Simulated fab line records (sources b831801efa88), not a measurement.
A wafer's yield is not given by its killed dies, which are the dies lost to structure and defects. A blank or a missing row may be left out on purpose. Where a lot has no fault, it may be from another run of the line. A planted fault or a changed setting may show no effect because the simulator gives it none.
8D (eight disciplines) problem report, filled in by code	flow gf180mcu	the parts of the form that need people (team, actions taken, sign-off) are left out

## 1. WHAT IS WRONG
Wafers free of any fault read 299 nm (standard deviation 3.1) for CONTACT_CVD_00_THK at GF_CONTACT_THK_MEAS_01, against a mean of 239 nm on 3 wafers of 2 lots. That is -19 standard deviations from the usual mean.
The first sign was on wafer L480.2 at day 21 07:51, on film-metro-01. The record holds 36 wafers of 12 lots with a number at this step. Rule for "out", or "out of limits": more than 4 standard deviations from the usual mean. The other wafers with a number count as sound.

## 2. WHAT IT IS; WHAT IT IS NOT
question	is	is not
which readings at this step	CONTACT_CVD_00_THK	-
which lots	L480, L482	L463, L464, L466, L467, L469, L473, L476, L483, L484, L486
which wafers of those lots	L480.2, L480.4, L482.2	L480.5, L482.1, L482.6
read on which gauges	film-metro-01	film-metro-03, film-metro-04
when	from day 21 07:51	up to then (22 sound wafers); but 11 sound wafers of L482, L483, L484, L486 came after

## 3. THE SUSPECTS, EACH WITH WHAT RULES IT OUT
Counting: if a tool at a process step up to the reading ran every lot that is out, it stays a suspect. Sound lots after the first of them don't rule it out here, since some wafers of a struck lot are sound.
- ruled out: the gauge at GF_CONTACT_THK_MEAS_01. All the wafers that are out were read on film-metro-01, but those of them that GF_CONTACT_CVD_00 has rows for are out there too, on other tools.
- hdpcvd-02 at GF_CONTACT_CVD_00 (deposits SiO2, target thk 300 nm, time 50 s): kept. It ran every lot that is out, first L480 (day 21 07:47); its last sound lot up to then is L476 (day 19 23:14). On those wafers its own readings are out: sih4-flow-sccm.
- hdpcvd-02, GF_CONTACT_CVD_00: wafers that are out in chamber 0, sound lot-mates in chambers 1, 2.
Remaining after the count: hdpcvd-02 at GF_CONTACT_CVD_00.

## 4. THE CAUSE (what the simulator had put in)
hdpcvd-02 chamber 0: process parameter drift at GF_CONTACT_CVD_00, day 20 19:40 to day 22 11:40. A move of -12 in setting sih4-flow-sccm, from 60. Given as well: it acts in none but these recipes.
Counting left only this tool.

## 5. THE CHAIN OF EFFECTS, in route order
Rows list readings where the struck wafers' mean (over those with a number) sits beyond 3 standard deviations from the usual. Only readings whose record carries a usual standard deviation are examined. hours: median over the lots of the time between each lot's start at the first step of this table that gives one and its start at this step. sigmas: the change, counted in usual standard deviations.
hours	step	reading	usual	on struck wafers	change	sigmas
0	GF_CONTACT_CVD_00	sih4-flow-sccm	59.98 sccm	48.03	-11.95	-66
0	GF_CONTACT_THK_MEAS_01	CONTACT_CVD_00_THK	299 nm	239	-60	-19
-	GF_CONTACT_ETCH_17	oes-product-au	0.814 a.u.	0.785	-0.029	-6.5
The process steps in it:
- GF_CONTACT_CVD_00: deposits SiO2, target thk 300 nm, time 50 s.
- GF_CONTACT_ETCH_17: etches SiO2 in C4F8/O2/Ar, stops on CoSi2, target depth 860 nm.

## 6. WHAT WOULD HAVE CAUGHT IT SOONER
12 hours passed between the start of the fault at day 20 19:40 and the first reading out of limits at a measuring or inspecting step in this record, taken at day 21 07:51.
At GF_CONTACT_CVD_00, the tool's own readings (sih4-flow-sccm) were out on each struck wafer the step has a row for, so an alarm limit on them would have fired on the first such wafer.
Among the 2 lots that are out, L482 began GF_CONTACT_CVD_00 on hdpcvd-02 after day 21 07:51. Putting the tool on hold at that point would have spared it.
